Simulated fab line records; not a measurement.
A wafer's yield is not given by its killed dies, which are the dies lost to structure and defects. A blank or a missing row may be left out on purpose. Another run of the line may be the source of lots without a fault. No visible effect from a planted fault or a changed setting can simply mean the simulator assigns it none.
2 desks looking at one fault ; flow gf180mcu ; only its own numbers are on each desk; what lay behind them is given at the end

## TOOL OWNER'S DESK, implanter-01
The tool's own readings at GF_NSD_IMPLANT_09, given as means over the sampled wafers that have a number, one for each lot that went through this tool. The brackets show how far a lot's mean lies from the usual mean; more than 4 standard deviations puts the lot out of limits, marked OUT.
Columns: A = beam_energy_keV at GF_NSD_IMPLANT_09, usual 60.000; B = end_station_pressure_torr at GF_NSD_IMPLANT_09, usual 1.27e-05 Torr
lot;first seen here;A;B
L154;day 13 07:35;60.014;1.13e-05
L156;day 13 22:31;40.247 (-99 or more) OUT;1.19e-05
L158;day 14 19:41;40.246 (-99 or more) OUT;1.18e-05
L168;day 18 10:29;59.994;1.17e-05
L169;day 18 21:07;59.982;1.16e-05
L170;day 18 21:44;60.007;1.24e-05
L171;day 19 08:04;60.000;1.19e-05
L175;day 20 15:26;60.010;1.23e-05
L176;day 21 00:07;60.001;1.19e-05
L177;day 21 04:58;59.986;1.19e-05
This desk finds L156, L158 out of limits, L156 being first, at day 13 22:31 (beam_energy_keV at GF_NSD_IMPLANT_09). In limits: L154, L168, L169, L170, L171, L175, L176, L177.

## METROLOGY DESK
What the gauges read for every lot (on any tool): the sampled wafers with a number, averaged. The brackets show how far a lot's mean lies from the usual mean; more than 4 standard deviations puts the lot out of limits, marked OUT.
Columns: A = NSD_TW at GF_NSD_TW_MEAS_12, usual 4279; B = NSD_RS at GF_PSD_RS_MEAS_14, usual 46.20 ohm/sq; C = V2_OVL at GF_V2_OVL_MEAS_15, usual 2 nm
lot;first seen here;A;B;C
L154;day 13 07:56;4215;46.16;-1
L156;day 13 22:55;4002 (-7.5) OUT;52.03 (+59) OUT;11
L158;day 14 20:08;3956 (-8.7) OUT;52.07 (+60) OUT;1
L167;day 17 22:21;4307;46.24;3
L168;day 18 10:53;4263;46.16;11
L169;day 18 21:31;4271;46.15;3
L170;day 18 22:07;4303;46.32;6
L171;day 19 08:28;4199;46.25;1
L175;day 20 15:49;4291;46.28;13
L176;day 21 00:28;4319;46.24;1
L177;day 21 05:22;4282;46.25;-2
This desk reports L156, L158 out of limits; the earliest was L156 at day 13 22:55 (NSD_TW at GF_NSD_TW_MEAS_12). In limits: L154, L167, L168, L169, L170, L171, L175, L176, L177.

## ALL TOGETHER
An alarm could have come from the tool owner's desk at day 13 22:31, on L156, L158.
Metrology desk: alarm possible at day 13 22:55 on L156, L158.
Of the lots named, all ran GF_NSD_IMPLANT_09 on implanter-01.

## WHAT THE SIMULATOR HAD PUT IN
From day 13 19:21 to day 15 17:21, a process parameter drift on implanter-01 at GF_NSD_IMPLANT_09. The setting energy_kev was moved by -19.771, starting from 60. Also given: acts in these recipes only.
Shown lots that were struck: L156, L158.
Time in hours from fault onset to the first out-of-limits reading at each desk: tool owner's desk 3, metrology desk 4.
